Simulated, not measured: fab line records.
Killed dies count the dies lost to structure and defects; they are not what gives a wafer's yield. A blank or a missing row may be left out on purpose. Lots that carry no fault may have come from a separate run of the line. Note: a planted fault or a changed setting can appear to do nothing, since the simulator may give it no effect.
Which tool was responsible? || flow gf180mcu || 13 lots with 36 wafers sampled at 5 steps, on a route of 602 steps

## WHAT THE GAUGES SHOWED, per wafer
GF_POLY_GATE_CD_MEAS_18.
{"lot": "L891", "measured": "day 8 21:06", "on": "cd_sem-01", "cd_nm (nm)": "278.8 275.8 277.1"}
{"lot": "L892", "measured": "day 9 22:01", "on": "cd_sem-02", "cd_nm (nm)": "278.2 280.0 275.1"}
{"lot": "L893", "measured": "day 10 10:10", "on": "cd_sem-01", "cd_nm (nm)": "277.9 276.4 276.8"}
{"lot": "L894", "measured": "day 10 12:49", "on": "cd_sem-02", "cd_nm (nm)": "278.3 278.9 279.3"}
{"lot": "L895", "measured": "day 10 23:30", "on": "cd_sem-01", "cd_nm (nm)": "275.1 276.7 275.7"}
{"lot": "L897", "measured": "day 11 13:13", "on": "cd_sem-01", "cd_nm (nm)": "276.5 280.0"}
{"lot": "L900", "measured": "day 12 00:59", "on": "cd_sem-01", "cd_nm (nm)": "278.7 281.4"}
{"lot": "L902", "measured": "day 13 01:37", "on": "cd_sem-01", "cd_nm (nm)": "277.1 277.4"}
{"lot": "L907", "measured": "day 14 03:57", "on": "cd_sem-01", "cd_nm (nm)": "276.9 279.1 279.9"}
{"lot": "L911", "measured": "day 15 07:53", "on": "cd_sem-01", "cd_nm (nm)": "276.8 278.3 279.5"}
{"lot": "L912", "measured": "day 15 18:14", "on": "cd_sem-02", "cd_nm (nm)": "280.3 279.2 281.7"}
{"lot": "L913", "measured": "day 15 20:53", "on": "cd_sem-02", "cd_nm (nm)": "278.3 279.0 277.1"}
{"lot": "L914", "measured": "day 16 03:31", "on": "cd_sem-02", "cd_nm (nm)": "280.9 282.0 279.8"}

GF_HV_LDD_CD_MEAS_19: target cd 400 nm.
{"lot": "L891", "measured": "day 10 09:02", "on": "cd_sem-02", "cd_nm (nm)": "401.3 401.6 400.4"}
{"lot": "L892", "measured": "day 11 09:04", "on": "cd_sem-01", "cd_nm (nm)": "394.3 394.9 393.9"}
{"lot": "L893", "measured": "day 11 23:17", "on": "cd_sem-02", "cd_nm (nm)": "401.6 400.9 402.8"}
{"lot": "L894", "measured": "day 12 01:14", "on": "cd_sem-02", "cd_nm (nm)": "395.3 396.2 396.8"}
{"lot": "L895", "measured": "day 12 13:02", "on": "cd_sem-01", "cd_nm (nm)": "398.0 396.6 398.2"}
{"lot": "L897", "measured": "day 13 03:21", "on": "cd_sem-01", "cd_nm (nm)": 406.1}
{"lot": "L902", "measured": "day 14 17:37", "on": "cd_sem-02", "cd_nm (nm)": 399.1}
{"lot": "L907", "measured": "day 15 21:56", "on": "cd_sem-01", "cd_nm (nm)": "398.6 398.0 399.5"}
{"lot": "L911", "measured": "day 17 04:02", "on": "cd_sem-01", "cd_nm (nm)": "400.8 399.5 398.9"}
{"lot": "L912", "measured": "day 17 15:41", "on": "cd_sem-01", "cd_nm (nm)": "400.5 400.5 402.5"}
{"lot": "L913", "measured": "day 17 18:47", "on": "cd_sem-01", "cd_nm (nm)": "399.7 399.4 398.4"}
{"lot": "L914", "measured": "day 18 00:35", "on": "cd_sem-02", "cd_nm (nm)": "396.6 396.1 396.1"}

## WHICH TOOL RAN EACH LOT (tool, then ch and the chambers of the sampled wafers, then the start)
{"lot": "L891", "GF_POLY_GATE_ETCH_13": "rie_si-01 ch 0,2, day 8 18:52", "GF_POLY_GATE_STRIP_14": "plasma_asher-03 ch 0,1, day 8 18:55", "GF_HV_LDD_STRIP_10": "plasma_asher-04 ch 0,1, day 9 14:23"}
{"lot": "L892", "GF_POLY_GATE_ETCH_13": "rie_si-01 ch 1,2,3, day 9 20:26", "GF_POLY_GATE_STRIP_14": "plasma_asher-03 ch 0,1, day 9 20:29", "GF_HV_LDD_STRIP_10": "plasma_asher-03 ch 0,1, day 10 15:53"}
{"lot": "L893", "GF_POLY_GATE_ETCH_13": "rie_si-02 ch 0,2,3, day 10 08:38", "GF_POLY_GATE_STRIP_14": "plasma_asher-02 ch 0,1, day 10 08:41", "GF_HV_LDD_STRIP_10": "plasma_asher-01 ch 0,1, day 11 04:41"}
{"lot": "L894", "GF_POLY_GATE_ETCH_13": "rie_si-01 ch 0,1, day 10 09:22", "GF_POLY_GATE_STRIP_14": "plasma_asher-02 ch 0,1, day 10 09:25", "GF_HV_LDD_STRIP_10": "plasma_asher-03 ch 0,1, day 11 06:35"}
{"lot": "L895", "GF_POLY_GATE_ETCH_13": "rie_si-01 ch 1,3, day 10 20:55", "GF_POLY_GATE_STRIP_14": "plasma_asher-02 ch 0, day 10 20:58", "GF_HV_LDD_STRIP_10": "plasma_asher-03 ch 0,1, day 11 18:32"}
{"lot": "L897", "GF_POLY_GATE_ETCH_13": "rie_si-02 ch 1,2, day 11 11:41", "GF_POLY_GATE_STRIP_14": "plasma_asher-03 ch 0,1, day 11 11:45", "GF_HV_LDD_STRIP_10": "plasma_asher-04 ch 1, day 12 07:56"}
{"lot": "L900", "GF_POLY_GATE_ETCH_13": "rie_si-02 ch 1,3, day 11 21:11", "GF_POLY_GATE_STRIP_14": "plasma_asher-03 ch 0,1, day 11 21:14", "GF_HV_LDD_STRIP_10": "-"}
{"lot": "L902", "GF_POLY_GATE_ETCH_13": "rie_si-02 ch 2, day 12 16:50", "GF_POLY_GATE_STRIP_14": "plasma_asher-03 ch 0,1, day 12 16:56", "GF_HV_LDD_STRIP_10": "plasma_asher-03 ch 1, day 13 21:41"}
{"lot": "L907", "GF_POLY_GATE_ETCH_13": "rie_si-01 ch 0,1, day 14 02:26", "GF_POLY_GATE_STRIP_14": "plasma_asher-03 ch 1, day 14 02:29", "GF_HV_LDD_STRIP_10": "plasma_asher-03 ch 0, day 15 00:56"}
{"lot": "L911", "GF_POLY_GATE_ETCH_13": "rie_si-01 ch 1,2,3, day 15 05:38", "GF_POLY_GATE_STRIP_14": "plasma_asher-03 ch 0,1, day 15 05:42", "GF_HV_LDD_STRIP_10": "plasma_asher-04 ch 0,1, day 16 05:41"}
{"lot": "L912", "GF_POLY_GATE_ETCH_13": "rie_si-02 ch 0,3, day 15 16:41", "GF_POLY_GATE_STRIP_14": "plasma_asher-03 ch 1, day 15 16:45", "GF_HV_LDD_STRIP_10": "plasma_asher-04 ch 0, day 16 16:44"}
{"lot": "L913", "GF_POLY_GATE_ETCH_13": "rie_si-01 ch 1,2, day 15 18:14", "GF_POLY_GATE_STRIP_14": "plasma_asher-01 ch 0,1, day 15 18:18", "GF_HV_LDD_STRIP_10": "plasma_asher-01 ch 0,1, day 16 19:02"}
{"lot": "L914", "GF_POLY_GATE_ETCH_13": "rie_si-02 ch 1,3, day 16 01:59", "GF_POLY_GATE_STRIP_14": "plasma_asher-03 ch 0,1, day 16 02:03", "GF_HV_LDD_STRIP_10": "plasma_asher-01 ch 1, day 17 02:11"}
- GF_POLY_GATE_ETCH_13: etches poly-Si in HBr/Cl2, stops on SiO2, target depth 198.5 nm, time 69.6 s.
- GF_POLY_GATE_STRIP_14: strips in O2/N2.
- GF_HV_LDD_STRIP_10: strips in O2/N2.

## AS READ BY THE TOOLS THEMSELVES (means over the sampled wafers that have a number; for cases with no such wafer, the mark the record gives instead)
GF_POLY_GATE_ETCH_13.
{"lot": "L891", "tool": "rie_si-01", "drypump_motor_current_A (A)": 5.6, "oes_product_au (a.u.)": 1.005, "rf_fwd_power_W (W)": 397.2, "throttle_valve_pct (%)": 33.683}
{"lot": "L892", "tool": "rie_si-01", "drypump_motor_current_A (A)": 5.5, "oes_product_au (a.u.)": 0.992, "rf_fwd_power_W (W)": 397.0, "throttle_valve_pct (%)": 33.680}
{"lot": "L893", "tool": "rie_si-02", "drypump_motor_current_A (A)": 6.1, "oes_product_au (a.u.)": 0.988, "rf_fwd_power_W (W)": 397.2, "throttle_valve_pct (%)": 33.687}
{"lot": "L894", "tool": "rie_si-01", "drypump_motor_current_A (A)": 5.8, "oes_product_au (a.u.)": 0.990, "rf_fwd_power_W (W)": 396.2, "throttle_valve_pct (%)": 33.689}
{"lot": "L895", "tool": "rie_si-01", "drypump_motor_current_A (A)": 5.8, "oes_product_au (a.u.)": 0.975, "rf_fwd_power_W (W)": 396.0, "throttle_valve_pct (%)": 33.678}
{"lot": "L897", "tool": "rie_si-02", "drypump_motor_current_A (A)": 5.8, "oes_product_au (a.u.)": 0.833, "rf_fwd_power_W (W)": 397.4, "throttle_valve_pct (%)": 33.691}
{"lot": "L900", "tool": "rie_si-02", "drypump_motor_current_A (A)": 6.0, "oes_product_au (a.u.)": 0.655, "rf_fwd_power_W (W)": 396.8, "throttle_valve_pct (%)": 33.686}
{"lot": "L902", "tool": "rie_si-02", "drypump_motor_current_A (A)": 6.0, "oes_product_au (a.u.)": 0.825, "rf_fwd_power_W (W)": 399.0, "throttle_valve_pct (%)": 33.680}
{"lot": "L907", "tool": "rie_si-01", "drypump_motor_current_A (A)": 5.4, "oes_product_au (a.u.)": 1.000, "rf_fwd_power_W (W)": 396.9, "throttle_valve_pct (%)": 33.675}
{"lot": "L911", "tool": "rie_si-01", "drypump_motor_current_A (A)": 5.5, "oes_product_au (a.u.)": 1.003, "rf_fwd_power_W (W)": 396.8, "throttle_valve_pct (%)": 33.683}
{"lot": "L912", "tool": "rie_si-02", "drypump_motor_current_A (A)": 6.0, "oes_product_au (a.u.)": 0.973, "rf_fwd_power_W (W)": 396.5, "throttle_valve_pct (%)": 33.679}
{"lot": "L913", "tool": "rie_si-01", "drypump_motor_current_A (A)": 5.2, "oes_product_au (a.u.)": 0.998, "rf_fwd_power_W (W)": 396.8, "throttle_valve_pct (%)": 33.675}
{"lot": "L914", "tool": "rie_si-02", "drypump_motor_current_A (A)": 6.1, "oes_product_au (a.u.)": 0.982, "rf_fwd_power_W (W)": 398.7, "throttle_valve_pct (%)": 33.682}

GF_POLY_GATE_STRIP_14.
{"lot": "L891", "tool": "plasma_asher-03", "drypump_motor_current_A (A)": 6.6, "heater_power_w (W)": 318, "n2_flow_sccm (sccm)": 299.8, "oes_product_au (a.u.)": 0.502}
{"lot": "L892", "tool": "plasma_asher-03", "drypump_motor_current_A (A)": 6.6, "heater_power_w (W)": 324, "n2_flow_sccm (sccm)": 300.9, "oes_product_au (a.u.)": 0.502}
{"lot": "L893", "tool": "plasma_asher-02", "drypump_motor_current_A (A)": 5.7, "heater_power_w (W)": 358, "n2_flow_sccm (sccm)": 299.7, "oes_product_au (a.u.)": 0.506}
{"lot": "L894", "tool": "plasma_asher-02", "drypump_motor_current_A (A)": 5.7, "heater_power_w (W)": 361, "n2_flow_sccm (sccm)": 300.1, "oes_product_au (a.u.)": 0.500}
{"lot": "L895", "tool": "plasma_asher-02", "drypump_motor_current_A (A)": 5.6, "heater_power_w (W)": 381, "n2_flow_sccm (sccm)": 299.7, "oes_product_au (a.u.)": 0.504}
{"lot": "L897", "tool": "plasma_asher-03", "drypump_motor_current_A (A)": 6.7, "heater_power_w (W)": 327, "n2_flow_sccm (sccm)": 301.1, "oes_product_au (a.u.)": 0.516}
{"lot": "L900", "tool": "plasma_asher-03", "drypump_motor_current_A (A)": 6.6, "heater_power_w (W)": 322, "n2_flow_sccm (sccm)": 298.4, "oes_product_au (a.u.)": 0.522}
{"lot": "L902", "tool": "plasma_asher-03", "drypump_motor_current_A (A)": 6.7, "heater_power_w (W)": 326, "n2_flow_sccm (sccm)": 300.8, "oes_product_au (a.u.)": 0.511}
{"lot": "L907", "tool": "plasma_asher-03", "drypump_motor_current_A (A)": 6.5, "heater_power_w (W)": 342, "n2_flow_sccm (sccm)": 299.6, "oes_product_au (a.u.)": 0.507}
{"lot": "L911", "tool": "plasma_asher-03", "drypump_motor_current_A (A)": 6.6, "heater_power_w (W)": 326, "n2_flow_sccm (sccm)": 300.6, "oes_product_au (a.u.)": 0.508}
{"lot": "L912", "tool": "plasma_asher-03", "drypump_motor_current_A (A)": 6.5, "heater_power_w (W)": 346, "n2_flow_sccm (sccm)": 300.3, "oes_product_au (a.u.)": 0.505}
{"lot": "L913", "tool": "plasma_asher-01", "drypump_motor_current_A (A)": 6.3, "heater_power_w (W)": 342, "n2_flow_sccm (sccm)": 300.0, "oes_product_au (a.u.)": 0.506}
{"lot": "L914", "tool": "plasma_asher-03", "drypump_motor_current_A (A)": 6.6, "heater_power_w (W)": 323, "n2_flow_sccm (sccm)": 300.8, "oes_product_au (a.u.)": 0.500}

GF_HV_LDD_STRIP_10.
{"lot": "L891", "tool": "plasma_asher-04", "drypump_motor_current_A (A)": 5.7, "heater_power_w (W)": 359, "n2_flow_sccm (sccm)": 300.8, "oes_product_au (a.u.)": 0.719, "strip_time_to_endpoint_s (s)": 12.58}
{"lot": "L892", "tool": "plasma_asher-03", "drypump_motor_current_A (A)": 6.6, "heater_power_w (W)": 323, "n2_flow_sccm (sccm)": 300.0, "oes_product_au (a.u.)": 0.723, "strip_time_to_endpoint_s (s)": 12.63}
{"lot": "L893", "tool": "plasma_asher-01", "drypump_motor_current_A (A)": 6.3, "heater_power_w (W)": 342, "n2_flow_sccm (sccm)": 300.0, "oes_product_au (a.u.)": 0.716, "strip_time_to_endpoint_s (s)": 12.64}
{"lot": "L894", "tool": "plasma_asher-03", "drypump_motor_current_A (A)": 6.6, "heater_power_w (W)": 330, "n2_flow_sccm (sccm)": 300.7, "oes_product_au (a.u.)": 0.714, "strip_time_to_endpoint_s (s)": 12.58}
{"lot": "L895", "tool": "plasma_asher-03", "drypump_motor_current_A (A)": 6.7, "heater_power_w (W)": 319, "n2_flow_sccm (sccm)": 300.6, "oes_product_au (a.u.)": 0.713, "strip_time_to_endpoint_s (s)": 12.64}
{"lot": "L897", "tool": "plasma_asher-04", "drypump_motor_current_A (A)": 6.4, "heater_power_w (W)": 394, "n2_flow_sccm (sccm)": 301.0, "oes_product_au (a.u.)": 0.721, "strip_time_to_endpoint_s (s)": 12.64}
{"lot": "L902", "tool": "plasma_asher-03", "drypump_motor_current_A (A)": 6.5, "heater_power_w (W)": 345, "n2_flow_sccm (sccm)": 300.0, "oes_product_au (a.u.)": 0.712, "strip_time_to_endpoint_s (s)": 12.67}
{"lot": "L907", "tool": "plasma_asher-03", "drypump_motor_current_A (A)": 6.7, "heater_power_w (W)": 315, "n2_flow_sccm (sccm)": 299.4, "oes_product_au (a.u.)": 0.717, "strip_time_to_endpoint_s (s)": 12.57}
{"lot": "L911", "tool": "plasma_asher-04", "drypump_motor_current_A (A)": 6.1, "heater_power_w (W)": 375, "n2_flow_sccm (sccm)": 300.3, "oes_product_au (a.u.)": 0.715, "strip_time_to_endpoint_s (s)": 12.57}
{"lot": "L912", "tool": "plasma_asher-04", "drypump_motor_current_A (A)": 5.3, "heater_power_w (W)": 337, "n2_flow_sccm (sccm)": 302.1, "oes_product_au (a.u.)": 0.719, "strip_time_to_endpoint_s (s)": 12.61}
{"lot": "L913", "tool": "plasma_asher-01", "drypump_motor_current_A (A)": 6.2, "heater_power_w (W)": 326, "n2_flow_sccm (sccm)": 300.3, "oes_product_au (a.u.)": 0.716, "strip_time_to_endpoint_s (s)": 12.57}
{"lot": "L914", "tool": "plasma_asher-01", "drypump_motor_current_A (A)": 6.2, "heater_power_w (W)": 322, "n2_flow_sccm (sccm)": 298.9, "oes_product_au (a.u.)": 0.723, "strip_time_to_endpoint_s (s)": 12.58}

## THE ANSWER, worked out from the rows above alone
Rule: the usual values come from the lots themselves. Put in order of their means at a reading, lots are off if they are a third of the lots or fewer, leave a main group of 4 or more, and stand apart from it by a gap of 3 or more times the standard deviation of the main group's means; of several such gaps the widest counts. A main group is skipped when, at the precision printed for the reading in the tables above, its means are all equal. Also off: a lot with no number at a reading for which 4 or more lots have one. The other lots that the step has rows for count as sound. Order of review: gauges by route order, followed by the tools' own readings, for which a lot's mean as printed above is used. At the first step where some lot is off, the reading lying furthest off is the one used; lots without a number count as furthest.
Off, at GF_POLY_GATE_ETCH_13 on oes_product_au: L897, L900, L902. Mean 0.991 a.u. and standard deviation 0.011 in the main group.
A tool fits if, at that step or a process step before it, it ran every lot that is off, and no sound lot after the first of them. Of those tried, none fits.

## WHAT HAD BEEN PUT IN BY THE SIMULATOR
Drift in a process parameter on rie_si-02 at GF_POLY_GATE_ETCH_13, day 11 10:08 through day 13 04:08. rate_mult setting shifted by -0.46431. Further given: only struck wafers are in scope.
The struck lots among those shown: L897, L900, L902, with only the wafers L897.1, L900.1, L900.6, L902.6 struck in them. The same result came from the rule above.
